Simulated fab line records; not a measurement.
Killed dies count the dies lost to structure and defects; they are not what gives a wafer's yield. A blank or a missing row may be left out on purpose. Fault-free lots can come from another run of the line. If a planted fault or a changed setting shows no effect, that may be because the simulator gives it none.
What tool caused it?	flow sfq line	Sampling: 14 lots, 42 wafers, 4 of 325 route steps

== WHAT THE GAUGES READ, wafer by wafer ==
The record lacks any reading of a measuring or inspecting step that a usual standard deviation could be used to judge.

== TOOL THAT RAN EACH LOT (tool first, then ch and the chambers of the sampled wafers, then the start) ==
lot	SFQ_TRILAYER_M1_STRIP_STRIP_043	SFQ_TRILAYER_I1_DEP_PECVD_045	SFQ_TRILAYER_M4_LITHO_COAT_098	SFQ_TRILAYER_I4_VIA_STRIP_STRIP_107
L388	rie metal-01 ch 0,1, day 14 17:33	pecvd-02 ch 0,1,2, day 14 18:20	litho track-01 ch 0, day 35 02:54	rie metal-03 ch 0,1, day 47 03:28
L389	rie metal-03 ch 0,1, day 14 18:45	pecvd-03 ch 0,1, day 14 19:32	litho track-01 ch 0, day 35 11:14	rie metal-02 ch 0,1, day 47 07:04
L390	rie metal-01 ch 0,1, day 14 19:57	pecvd-04 ch 0,1,2, day 14 20:44	litho track-04 ch 0, day 35 14:50	rie metal-04 ch 0,1, day 47 10:40
L391	rie metal-03 ch 0,1, day 18 10:47	pecvd-03 ch 0,1, day 18 11:34	litho track-04 ch 0, day 35 17:15	rie metal-03 ch 1, day 47 13:04
L392	rie metal-02 ch 0,1, day 18 13:11	pecvd-02 ch 1,2, day 18 13:58	litho track-04 ch 0, day 37 11:31	rie metal-02 ch 0,1, day 49 10:37
L393	rie metal-03 ch 0,1, day 18 20:23	pecvd-03 ch 0,2, day 18 21:10	litho track-01 ch 0, day 39 09:00	rie metal-04 ch 1, day 51 14:28
L394	rie metal-02 ch 0,1, day 19 03:43	pecvd-04 ch 0,1, day 19 04:29	litho track-02 ch 0, day 39 18:00	rie metal-02 ch 0,1, day 51 22:52
L397	rie metal-03 ch 0,1, day 20 09:34	pecvd-03 ch 0,1,2, day 20 10:20	litho track-04 ch 0, day 40 17:48	rie metal-04 ch 1, day 53 02:52
L400	rie metal-01 ch 0,1, day 21 19:06	pecvd-02 ch 0,1, day 21 19:52	litho track-01 ch 0, day 41 22:47	rie metal-02 ch 0,1, day 53 16:04
L403	rie metal-03 ch 0,1, day 22 19:19	pecvd-03 ch 0,2, day 22 20:05	litho track-01 ch 0, day 42 22:02	rie metal-03 ch 0,1, day 54 14:52
L404	rie metal-01 ch 0, day 23 04:55	pecvd-04 ch 0,1,2, day 23 05:41	litho track-04 ch 0, day 43 08:14	rie metal-04 ch 0,1, day 55 00:28
L406	rie metal-03 ch 0,1, day 23 15:43	pecvd-04 ch 0,1,2, day 23 16:29	litho track-02 ch 0, day 43 14:18	rie metal-02 ch 0, day 55 11:16
L407	rie metal-02 ch 0,1, day 23 22:55	pecvd-04 ch 0,1, day 23 23:41	litho track-04 ch 0, day 44 06:33	rie metal-03 ch 0,1, day 56 00:14
L408	rie metal-03 ch 0,1, day 24 00:19	pecvd-03 ch 0,1,2, day 24 00:53	litho track-04 ch 0, day 44 10:48	rie metal-02 ch 0,1, day 56 04:02
- SFQ_TRILAYER_M1_STRIP_STRIP_043: strips in O2.
- SFQ_TRILAYER_I1_DEP_PECVD_045: deposits SiO2 from SiH4/N2O, time 111.11 s, target thk 500 nm.
- SFQ_TRILAYER_M4_LITHO_COAT_098: resist thk 62 nm.
- SFQ_TRILAYER_I4_VIA_STRIP_STRIP_107: strips in O2.

== WHAT THE TOOLS THEMSELVES READ (means of the sampled wafers that have a number; where no wafer has one, the mark that the record gives instead) ==
SFQ_TRILAYER_M1_STRIP_STRIP_043. Usual: chamber pressure mTorr 50.00 mTorr, standard deviation 0.046; drypump motor current A 5.7 A, standard deviation 0.52; oes product au 0.996 a.u., standard deviation 0.0069.
lot	tool	chamber pressure mTorr (mTorr)	drypump motor current A (A)	oes product au (a.u.)	flag
L388	rie metal-01	50.02	5.4	0.996	
L389	rie metal-03	50.03	5.3	0.999	
L390	rie metal-01	49.99	5.4	0.994	
L391	rie metal-03	49.99	5.3	0.997	
L392	rie metal-02	49.99	6.4	0.993	
L393	rie metal-03	50.00	5.3	0.993	
L394	rie metal-02	49.96	6.4	0.986	
L397	rie metal-03	50.01	5.3	0.994	
L400	rie metal-01	49.94	5.4	1.006	
L403	rie metal-03	50.03	5.7	1.003	
L404	rie metal-01	50.01	5.3	1.003	
L406	rie metal-03	49.99	5.6	0.998	
L407	rie metal-02	50.00	6.2	0.991	
L408	rie metal-03	50.01	5.3	0.995	

SFQ_TRILAYER_I1_DEP_PECVD_045. Usual: heater power w 80 W, standard deviation 12; throttle valve pct 24.7 %, standard deviation 1.4.
lot	tool	heater power w (W)	throttle valve pct (%)	flag
L388	pecvd-02	76	22.7	
L389	pecvd-03	90	25.9	
L390	pecvd-04	79	23.8	
L391	pecvd-03	94	26.2	
L392	pecvd-02	76	23.4	
L393	pecvd-03	91	26.2	
L394	pecvd-04	76	23.8	
L397	pecvd-03	90	25.9	
L400	pecvd-02	64	22.8	
L403	pecvd-03	92	26.2	
L404	pecvd-04	79	24.3	
L406	pecvd-04	80	24.4	
L407	pecvd-04	76	23.8	
L408	pecvd-03	92	26.0	

SFQ_TRILAYER_M4_LITHO_COAT_098. Usual: spin speed rpm at 3000.1 rpm, with a standard deviation of 2.
lot	tool	spin speed rpm (rpm)	flag
L388	litho track-01	2999.8	
L389	litho track-01	3000.3	
L390	litho track-04	2997.0	
L391	litho track-04	2999.0	
L392	litho track-04	2999.0	
L393	litho track-01	3002.4	
L394	litho track-02	2999.5	
L397	litho track-04	2999.6	
L400	litho track-01	2945.6	OFF
L403	litho track-01	2946.9	OFF
L404	litho track-04	2999.0	
L406	litho track-02	2998.5	
L407	litho track-04	3002.5	
L408	litho track-04	2999.7	

SFQ_TRILAYER_I4_VIA_STRIP_STRIP_107. Usual: chamber pressure mTorr 50.01 mTorr, standard deviation 0.044; drypump motor current A 5.8 A, standard deviation 0.55; oes product au 0.995 a.u., standard deviation 0.0093.
lot	tool	chamber pressure mTorr (mTorr)	drypump motor current A (A)	oes product au (a.u.)	flag
L388	rie metal-03	49.99	5.7	1.016	
L389	rie metal-02	49.97	6.2	1.000	
L390	rie metal-04	50.00	5.9	1.006	
L391	rie metal-03	49.99	5.0	0.996	
L392	rie metal-02	49.94	6.4	0.990	
L393	rie metal-04	49.98	5.3	1.000	
L394	rie metal-02	49.97	6.4	0.988	
L397	rie metal-04	50.01	5.3	1.003	
L400	rie metal-02	50.02	6.4	0.988	
L403	rie metal-03	50.05	5.6	0.992	
L404	rie metal-04	49.96	5.9	0.996	
L406	rie metal-02	50.00	6.6	0.986	
L407	rie metal-03	50.01	5.3	0.992	
L408	rie metal-02	49.98	6.4	0.987	

== THE ANSWER, worked out from the rows above alone ==
Rule: lot off if the mean of its wafers having a number is beyond 3 standard deviations from the usual mean. Also off: a lot with no number at a reading for which 4 or more lots have one. Any other lot the step has rows for is counted as sound. First the gauges in route order, then the tools' own readings, where a lot's mean is used as printed above. At the first step where some lot is off, the reading lying furthest off is the one used; lots without a number count as furthest.
Off: L400, L403 (SFQ_TRILAYER_M4_LITHO_COAT_098, spin speed rpm).
If a tool, at that step or one of the process steps before it, ran each lot that is off and ran no sound lot following the first of them, it fits. One fits: litho track-01 at SFQ_TRILAYER_M4_LITHO_COAT_098. Its last sound lot is L393 (day 39 09:00), its first lot that is off L400 (day 41 22:47): a fault that began between those two fits.
The tool's own readings at SFQ_TRILAYER_M4_LITHO_COAT_098 bear it out: on the lots that are off they differ by more than 5 times the standard deviation of the sound lots' means. spin speed rpm reads 2946.2 rpm there against 2999.7 rpm on the sound lots.

== WHAT THE SIMULATOR HAD INSERTED ==
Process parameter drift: litho track-01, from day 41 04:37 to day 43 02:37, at SFQ_TRILAYER_M4_LITHO_COAT_098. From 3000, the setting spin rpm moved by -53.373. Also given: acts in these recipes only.
Struck lots among those shown: L400, L403. Same finding as the rule above.
